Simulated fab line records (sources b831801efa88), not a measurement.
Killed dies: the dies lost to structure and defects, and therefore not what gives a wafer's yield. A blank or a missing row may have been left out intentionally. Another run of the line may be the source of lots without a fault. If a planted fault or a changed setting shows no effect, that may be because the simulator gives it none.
Comparing a struck lot with a sound one || flow sky130 || 42 out of 708 route steps
Sound: wafers L743.1, L743.2, L743.6. Wafers struck: L760.1, L760.2, L760.4. Last of all comes the cause.
Per side, at each step with rows, come the tool, then ch with its chambers, and then its first start. Under that, the readings that differ: sound wafers || struck wafers || difference of the means || sigmas: that difference in standard deviations of wafers without a fault.
alike: same words and numbers on both sides, and readings whose means sit less than 2 such deviations apart. not compared: any withheld reading, any reading some wafer has no value for, any bound like >300 that may hide the same value, and any number with overlapping values for which the record gives no deviation.
Wherever a step has rows on one side only, a row that says differs or no value, or a row with sigmas, the two part there. Numbers that don't overlap but have no deviation are shown without sigmas and don't part them. A reading missing from all wafers of one side parts the sides only when that side holds two or more wafers.

first, 5 steps without rows for these wafers: SKY_GATE_OXIDE_COAT_05 (resist thk 1140 nm); SKY_GATE_OXIDE_SOFTBAKE_06 (time 60 s); SKY_GATE_OXIDE_EXPOSE_07 (exposes mask LVOM, target cd 600 nm); SKY_GATE_OXIDE_PEB_08; SKY_GATE_OXIDE_DEVELOP_09 (develop time 60 s).
SKY_GATE_OXIDE_OVL_MEAS_10:
  struck on overlay-02, day 20 09:06; sound on overlay-01, day 14 02:41
  alike: GATE_OXIDE_OVL
then, 2 steps without rows for these wafers: SKY_GATE_OXIDE_IMPLANT_11; SKY_GATE_OXIDE_WET_ETCH_12 (etches SiO2 in dHF, target depth 16.8 nm, time 336 s).
SKY_GATE_OXIDE_STRIP_13: strips in O2/N2.
  sound on plasma asher-02 ch 0,1, day 14 02:58; struck on plasma asher-04 ch 0,1, day 20 09:23
  alike: drypump motor current A, oes product au, strip time to endpoint s
  not compared: rf hours counter h
SKY_GATE_OXIDE_TW_MEAS_14:
  struck on film metro-03, day 20 09:29; sound on film metro-03, day 14 03:04
  alike: GATE_OXIDE_TW
then, 2 steps without rows for these wafers: SKY_GATE_OXIDE_CLEAN_15 (cleans in SC1/SC2, time 150 s); SKY_GATE_OXIDE_OXIDATION_16 (stabilise 600 s, purge 300 s, target thk 3.57 nm).
SKY_POLY_GATE_CVD_00: deposits poly-Si, target thk 180 nm, time 720 s.
  sound on lpcvd-01 ch 1, day 14 07:28; struck on lpcvd-01 ch 0, day 20 11:59
{"reading": "zone power upper pct (%)", "sound": "8.5 8.8 8.6", "struck": "9.7 9.8 10.0", "difference": "+1.2", "sigmas": "+2"}
{"reading": "model.poly-Si_of_POLY_GATE_CVD_00.thk nm (nm)", "sound": "179.7 179.2 179.1", "struck": "71.59 71.98 73.71", "difference": -106.91, "sigmas": ""}
  alike: zone power lower pct
SKY_POLY_GATE_THK_MEAS_01:
  struck on film metro-02, day 20 13:11; sound on film metro-01, day 14 08:40
{"reading": "POLY_GATE_CVD_00_THK (nm)", "sound": "179.7 179.2 179.0", "struck": "71.6 72.0 73.7", "difference": -106.9, "sigmas": -82}
then, 8 steps without rows for these wafers: SKY_RES_PROTECT_DEHYDRATE_00 (time 60 s); SKY_RES_PROTECT_HMDS_01 (prime time 60 s); SKY_RES_PROTECT_COAT_02 (resist thk 1140 nm); SKY_RES_PROTECT_SOFTBAKE_03 (time 60 s); SKY_RES_PROTECT_EXPOSE_04 (exposes mask RPM, target cd 1270 nm); SKY_RES_PROTECT_PEB_05; SKY_RES_PROTECT_DEVELOP_06 (develop time 60 s); SKY_POLY_GATE_IMPLANT_02.
SKY_RES_PROTECT_STRIP_07: strips in O2/N2.
  sound on plasma asher-01 ch 0,1, day 15 11:28; struck on plasma asher-04 ch 0,1, day 21 19:42
  alike: drypump motor current A, oes product au, strip time to endpoint s
  not compared: rf hours counter h
SKY_RES_PROTECT_TW_MEAS_08:
  struck on film metro-02, day 21 19:48; sound on film metro-02, day 15 11:34
  alike: POLY_GATE_TW
SKY_RES_PROTECT_CLEAN_09: cleans in SC1/SC2, time 150 s.
  sound on wet bench-04 ch 3, day 15 11:37; struck on wet bench-04 ch 2, day 21 19:52
{"reading": "model.poly-Si_of_POLY_GATE_CVD_00.thk nm (nm)", "sound": "179.1 178.6 178.4", "struck": "70.96 71.34 73.08", "difference": -106.91, "sigmas": ""}
then, 1 step without rows for these wafers: SKY_POLY_GATE_CVD_03 (deposits Si3N4 from DCS/NH3, target thk 75 nm, time 1290 s).
SKY_POLY_GATE_THK_MEAS_04:
  struck on film metro-01, day 21 21:19; sound on film metro-02, day 15 14:48
  alike: POLY_GATE_CVD_03_THK
then, 8 steps without rows for these wafers: SKY_POLY_GATE_DEHYDRATE_05 (time 60 s); SKY_POLY_GATE_HMDS_06 (prime time 60 s); SKY_POLY_GATE_COAT_07 (resist thk 110 nm); SKY_POLY_GATE_COAT_08 (resist thk 450 nm); SKY_POLY_GATE_SOFTBAKE_09 (time 90 s); SKY_POLY_GATE_EXPOSE_10 (exposes mask P1M, target cd 150 nm); SKY_POLY_GATE_PEB_11; SKY_POLY_GATE_DEVELOP_12 (develop time 60 s).
SKY_POLY_GATE_CD_MEAS_13: target cd 150 nm.
  struck on cd sem-02, day 23 04:46; sound on cd sem-02, day 16 18:42
  alike: cd nm
SKY_POLY_GATE_OVL_MEAS_14:
  struck on overlay-01, day 23 04:53; sound on overlay-01, day 16 18:49
  alike: POLY_GATE_OVL
SKY_POLY_GATE_ETCH_15: etches BARC in N2/H2, stops on SiO2, time 118.5 s, target depth 110 nm.
  sound on rie diel-03 ch 0,1,2, day 16 18:51; struck on rie diel-02 ch 0,2,3, day 23 04:55
  alike: drypump motor current A, h2 flow sccm, oes product au, throttle valve pct
  not compared: rf hours counter h
SKY_POLY_GATE_ETCH_16: etches Si3N4 in CH3F/O2, stops on poly-Si, time 147.5 s, target depth 75 nm.
  sound on rie diel-03 ch 0,1,2, day 16 18:56; struck on rie diel-02 ch 0,2,3, day 23 05:00
  alike: O2_flow_sccm, drypump motor current A, oes product au, throttle valve pct
  not compared: rf hours counter h
SKY_POLY_GATE_ETCH_17: etches poly-Si in HBr/Cl2, stops on SiO2, target depth 180 nm, time 70.5 s.
  sound on rie si-02 ch 0,1,3, day 16 19:02; struck on rie si-02 ch 0,1,2, day 23 05:06
{"reading": "oes product au (a.u.)", "sound": "0.972 0.972 0.979", "struck": "0.560 0.559 0.559", "difference": -0.415, "sigmas": -63}
{"reading": "model.etch.depth nm (nm)", "sound": "179 177.3 178.2", "struck": "70.96 71.34 73.08", "difference": -106.37, "sigmas": ""}
{"reading": "model.POLY_GATE.feature depth nm (nm)", "sound": "179 177.3 178.2", "struck": "70.96 71.34 73.08", "difference": -106.37, "sigmas": ""}
  alike: drypump motor current A, throttle valve pct
  not compared: rf hours counter h
SKY_POLY_GATE_STRIP_18: strips in O2/N2.
  sound on plasma asher-01 ch 0,1, day 16 19:05; struck on plasma asher-01 ch 0,1, day 23 05:10
  alike: drypump motor current A, oes product au, strip time to endpoint s
  not compared: rf hours counter h
-- here the record skips 27 days between the struck wafers' starts before and after, leaving off in module POLY_GATE and picking up in module PAD_OPEN (first step shown: number 708 of the route) --
SKY_PAD_OPEN_PROBE_99:
  struck on prober-01, day 50 03:21; sound on prober-02, day 46 02:31
{"reading": "killed_at_M0_to_M3", "sound": "50 40 40", "struck": "53 62 67", "difference": "+17", "sigmas": "+2"}
{"reading": "killed dies", "sound": "89 79 88", "struck": "90 116 111", "difference": "+20", "sigmas": "+2"}
{"reading": "killed short", "sound": "40 37 29", "struck": "46 52 49", "difference": "+14", "sigmas": "+2"}
  alike: killed_at_M4_up, killed at contacts, killed at front end, killed at other, killed open

== WHERE THEY PART ==
First at SKY_POLY_GATE_CVD_00; last, within this record, at SKY_PAD_OPEN_PROBE_99.

WHY: the cause the simulator had injected
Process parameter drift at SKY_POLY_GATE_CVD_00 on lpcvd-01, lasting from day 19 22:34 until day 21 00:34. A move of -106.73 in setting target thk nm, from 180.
